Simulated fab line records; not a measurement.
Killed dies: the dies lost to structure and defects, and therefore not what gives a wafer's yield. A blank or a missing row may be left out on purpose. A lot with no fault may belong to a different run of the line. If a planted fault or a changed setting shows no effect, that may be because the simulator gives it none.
Struck lot and sound lot, side by side ; flow sky130 ; 30 out of 708 route steps
Sound: the wafers L908.3, L908.4, L908.5. The struck wafers were L919.3, L919.4, L919.6. The cause comes at the end.
For every step that has rows: the tool of each side, followed by ch and its chambers, followed by its first start. Under that, the readings that differ: sound wafers ; struck wafers ; difference of the means ; sigmas: that difference in standard deviations of wafers without a fault.
alike: readings whose means differ by less than 2 such deviations, and words and numbers that are the same on both sides. not compared: withheld readings, readings that some wafer has no value for, bounds like >300 that may hide the same value, and numbers for which the record gives no deviation and whose values overlap.
Wherever a step has rows on one side only, a row that says differs or no value, or a row with sigmas, the two part there. When numbers do not overlap yet have no deviation, they are printed without sigmas and do not part them. A reading that every wafer of one side lacks parts them only if that side has two wafers or more.

first, 5 steps without rows for these wafers: SKY_SONOS_ONO_COAT_08 (resist thk 1140 nm); SKY_SONOS_ONO_SOFTBAKE_09 (time 60 s); SKY_SONOS_ONO_EXPOSE_10 (exposes mask ONOM, target cd 410 nm); SKY_SONOS_ONO_PEB_11; SKY_SONOS_ONO_DEVELOP_12 (develop time 60 s).
SKY_SONOS_ONO_CD_MEAS_13: the cd target is 410 nm.
  struck on cdSem-02, day 18 05:57; sound on cdSem-02, day 14 07:52
reading;sound;struck;difference;sigmas
cdNm (nm);406.5 407.6 405.9;411.7 412.0 411.7;+5.1;+2
SKY_SONOS_ONO_OVL_MEAS_14:
  struck on overlay-01, day 18 06:02; sound on overlay-01, day 14 07:58
  alike: SONOS_ONO_OVL
SKY_SONOS_ONO_ETCH_15: etches the open film in CHF3/O2, target depth 19.52 nm, time 7.8 s.
  sound on rieDiel-01 ch 0,1,3, day 14 07:59; struck on rieDiel-01 ch 1,3, day 18 06:04
  alike: drypumpMotorCurrentA, oesProductAu, throttleValvePct
  not compared: rfHoursCounterH
then, 1 step without rows for these wafers: SKY_SONOS_ONO_WET_ETCH_16 (etches SiO2 in dHF, target depth 14 nm, time 280 s).
SKY_SONOS_ONO_STRIP_17: strips in O2/N2.
  sound on plasmaAsher-03 ch 0,1, day 14 08:09; struck on plasmaAsher-02 ch 0,1, day 18 06:13
  alike: drypumpMotorCurrentA, n2FlowSccm, oesProductAu, stripTimeToEndpointS
  not compared: rfHoursCounterH
then, 2 steps without rows for these wafers: SKY_SONOS_ONO_WET_ETCH_18 (etches Si3N4 in H3PO4, target depth 15 nm, time 172 s); SKY_GATE_OXIDE_CLEAN_00 (cleans in SC1/SC2, time 150 s).
SKY_GATE_OXIDE_OXIDATION_01: stabilise 600 s, purge 300 s, target thk 10.268 nm.
  sound on furnace-02 ch 0, day 14 12:49; struck on furnace-02 ch 0, day 18 06:23
reading;sound;struck;difference;sigmas
spikeTcBottomC (C);919.2 919.2 918.5;900.0 900.5 901.3;-18.4;-12
spikeTcCentreC (C);900.2 900.0 900.0;880.8 879.1 881.7;-19.5;-20
spikeTcLowerC (C);899.8 901.1 900.4;882.9 880.4 880.1;-19.3;-19
spikeTcTopC (C);909.9 910.1 910.7;892.5 891.0 892.4;-18.3;-11
spikeTcUpperC (C);900.1 900.5 900.9;880.0 883.0 881.6;-19.0;-17
tubeCenterTempC (C);900.06 899.99 900.02;881.12 881.25 881.06;-18.88;-99 or more
tube_center_temp_C_max;902.1 902.4 902.8;883.2 883.3 883.4;-19.1;-52
model.SiO2_of_GATE_OXIDE_OXIDATION_01.thkNm (nm);10.35 10.32 10.2;8.317 8.414 8.642;-1.832;
  alike: zonePowerTopPct
SKY_GATE_OXIDE_THK_MEAS_02:
  struck on filmMetro-01, day 18 07:49; sound on filmMetro-04, day 14 14:15
reading;sound;struck;difference;sigmas
GATE_OXIDE_OXIDATION_00_THK (nm);10.34 10.38 10.16;8.31 8.41 8.69;-1.82;-10
then, 7 steps without rows for these wafers: SKY_GATE_OXIDE_DEHYDRATE_03 (time 60 s); SKY_GATE_OXIDE_HMDS_04 (prime time 60 s); SKY_GATE_OXIDE_COAT_05 (resist thk 1140 nm); SKY_GATE_OXIDE_SOFTBAKE_06 (time 60 s); SKY_GATE_OXIDE_EXPOSE_07 (exposes mask LVOM, target cd 600 nm); SKY_GATE_OXIDE_PEB_08; SKY_GATE_OXIDE_DEVELOP_09 (develop time 60 s).
SKY_GATE_OXIDE_OVL_MEAS_10:
  struck on overlay-02, day 19 12:34; sound on overlay-02, day 15 15:40
  alike: GATE_OXIDE_OVL
then, 2 steps without rows for these wafers: SKY_GATE_OXIDE_IMPLANT_11; SKY_GATE_OXIDE_WET_ETCH_12 (etches SiO2 in dHF, target depth 16.8 nm, time 336 s).
SKY_GATE_OXIDE_STRIP_13: strips in O2/N2.
  sound on plasmaAsher-04 ch 0,1, day 15 15:59; struck on plasmaAsher-02 ch 0,1, day 19 12:53
  alike: drypumpMotorCurrentA, n2FlowSccm, oesProductAu, stripTimeToEndpointS
  not compared: rfHoursCounterH
SKY_GATE_OXIDE_TW_MEAS_14:
  struck on filmMetro-04, day 19 12:59; sound on filmMetro-01, day 15 16:04
  alike: GATE_OXIDE_TW
then, 1 step without rows for these wafers: SKY_GATE_OXIDE_CLEAN_15 (cleans in SC1/SC2, time 150 s).
SKY_GATE_OXIDE_OXIDATION_16: stabilise 600 s, purge 300 s, target thk 3.57 nm.
  sound on furnace-02 ch 0, day 15 16:36; struck on furnace-02 ch 0, day 19 13:04
reading;sound;struck;difference;sigmas
model.SiO2_of_GATE_OXIDE_OXIDATION_01.thkNm (nm);11.77 11.71 11.59;9.842 9.949 10.16;-1.706;
  alike: oxTempCMax, spikeTcBottomC, spikeTcCentreC, spikeTcLowerC, spikeTcTopC, spikeTcUpperC, tubeCenterTempC, tube_center_temp_C_max, zonePowerTopPct
then, 1 step without rows for these wafers: SKY_POLY_GATE_CVD_00 (deposits poly-Si, target thk 180 nm, time 720 s).
-- a jump in the record: the struck wafers' starts before and after are 30 days apart (it breaks off in module POLY_GATE and resumes in module PAD_OPEN, where the first step shown is number 708 of the route) --
SKY_PAD_OPEN_PROBE_99:
  struck on prober-01, day 49 15:16; sound on prober-02, day 47 10:02
reading;sound;struck;difference;sigmas
model.etest.nfet_16v.rOnOhmUm;1.417e+04 1.415e+04 1.414e+04;1.313e+04 1.315e+04 1.328e+04;-9.667e+02;
model.etest.pfetG5v0d10v5.rOnOhmUm;4824 4835 4761;4362 4382 4398;-426;
model.etest.tipSonos.rsOhmSq;2758 2732 2735;2310 2323 2346;-415;
model.etest.nfetG5v0d10v5.rOnOhmUm;1902 1926 1902;1729 1749 1751;-167;
model.etest.nfetG5v0d10v5.driveUaUm;599.9 596.2 608.5;708.4 700.7 690.7;+98.4;
model.etest.nfet_05v0_nvt.driveUaUm;571.8 571.4 577.3;661.2 662.4 647.8;+83.6;
model.etest.pfetG5v0d10v5.driveUaUm;333.7 339.7 339.9;384.2 382.3 379.5;+44.2;
model.etest.nfet_16v.driveUaUm;219.3 218.2 222.3;260.7 257.9 253.6;+37.5;
  alike: killed_at_M0_to_M3, killed_at_M4_up, killedAtContacts, killedAtFrontEnd, killedAtOther, killedDies, killedOpen, killedShort

== WHERE THEY PART ==
Last at SKY_GATE_OXIDE_THK_MEAS_02 as far as this record goes, first at SKY_SONOS_ONO_CD_MEAS_13. Later steps at which nothing parts them and some readings are alike: SKY_GATE_OXIDE_OVL_MEAS_10, SKY_GATE_OXIDE_STRIP_13, SKY_GATE_OXIDE_TW_MEAS_14, SKY_GATE_OXIDE_OXIDATION_16, SKY_PAD_OPEN_PROBE_99.

WHY: whatever the simulator had introduced
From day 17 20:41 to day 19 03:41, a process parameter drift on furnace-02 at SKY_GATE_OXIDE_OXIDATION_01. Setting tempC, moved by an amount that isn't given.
